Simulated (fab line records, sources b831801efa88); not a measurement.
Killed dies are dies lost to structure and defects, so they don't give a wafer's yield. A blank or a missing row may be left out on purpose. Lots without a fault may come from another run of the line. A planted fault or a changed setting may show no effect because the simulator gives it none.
A struck lot beside a sound one | flow sky130 | 15 steps out of a route of 708
Sound: wafers L111.2, L111.3, L111.6. Struck: wafers L127.3, L127.5, L127.6. The cause comes at the end.
At each step with rows: each side's tool, then ch and its chambers, then its first start. Under that, the readings that differ: sound wafers | struck wafers | difference of the means | sigmas: that difference in standard deviations of wafers without a fault.
alike: readings whose means differ by less than 2 such deviations, and words and numbers that are the same on both sides. not compared: withheld readings, readings that some wafer has no value for, bounds like >300 that may hide the same value, and numbers for which the record gives no deviation and whose values overlap.
The two part at a step that has a row with sigmas, a row that says differs or no value, or rows on one side only. Numbers that don't overlap but have no deviation are shown without sigmas and don't part them. A reading that every wafer of one side lacks parts them only if that side has two wafers or more.

SKY_CONTACT_THK_MEAS_01:
  sound on film_metro-03, day 30 11:49; struck on film_metro-03, day 35 17:29
  alike: CONTACT_CVD_00_THK
then, 1 step without rows for these wafers: SKY_CONTACT_HDPCVD_02 (deposits SiO2, target thk 565 nm, time 94.2 s).
SKY_CONTACT_THK_MEAS_03:
  sound on film_metro-04, day 30 11:57; struck on film_metro-03, day 35 17:37
  alike: CONTACT_HDPCVD_THK
SKY_CONTACT_CMP_04: polishes SiO2.
  sound on cmp-01 ch 0,1,2, day 30 12:06; struck on cmp-01 ch 0,1, day 35 17:40
  alike: head_pressure_psi, motor_current_A, time_to_endpoint_s
SKY_CONTACT_BOW_MEAS_05:
  sound on film_metro-02, day 30 12:19; struck on film_metro-03, day 35 18:00
  alike: CONTACT_BOW
then, 7 steps without rows for these wafers: SKY_CONTACT_DEHYDRATE_06 (time 60 s); SKY_CONTACT_HMDS_07 (prime time 60 s); SKY_CONTACT_COAT_08 (resist thk 60 nm); SKY_CONTACT_COAT_09 (resist thk 450 nm); SKY_CONTACT_SOFTBAKE_10 (time 90 s); SKY_CONTACT_EXPOSE_11 (exposes mask CTM1, target cd 170 nm); SKY_CONTACT_PEB_12.
SKY_CONTACT_DEVELOP_13: develop time 60 s.
  sound on litho_track-04 ch 0, day 31 16:00; struck on litho_track-01 ch 0, day 36 19:00
  reading              | sound             | struck            | difference | sigmas
  developer_temp_C (C) | 21.10 20.98 21.15 | 23.10 23.01 22.99 | +1.96      | +18
SKY_CONTACT_CD_MEAS_14: target cd 170 nm.
  sound on cd_sem-01, day 31 16:16; struck on cd_sem-01, day 36 19:12
  alike: cd_nm
-- the record jumps here: 13 days lie between the struck wafers' starts before and after (it left off in module CONTACT and takes up again in module PAD_OPEN, whose first step shown is number 708 of the route) --
SKY_PAD_OPEN_PROBE_99:
  the record has rows for the struck wafers here (prober-01, day 49 15:04) and none for the sound ones

WHERE THEY PART
First at SKY_CONTACT_DEVELOP_13; last, within this record, at SKY_PAD_OPEN_PROBE_99.

WHY: what the simulator had put in
Process parameter drift: litho_track-01, from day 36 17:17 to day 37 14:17, at SKY_CONTACT_DEVELOP_13. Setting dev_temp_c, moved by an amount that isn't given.
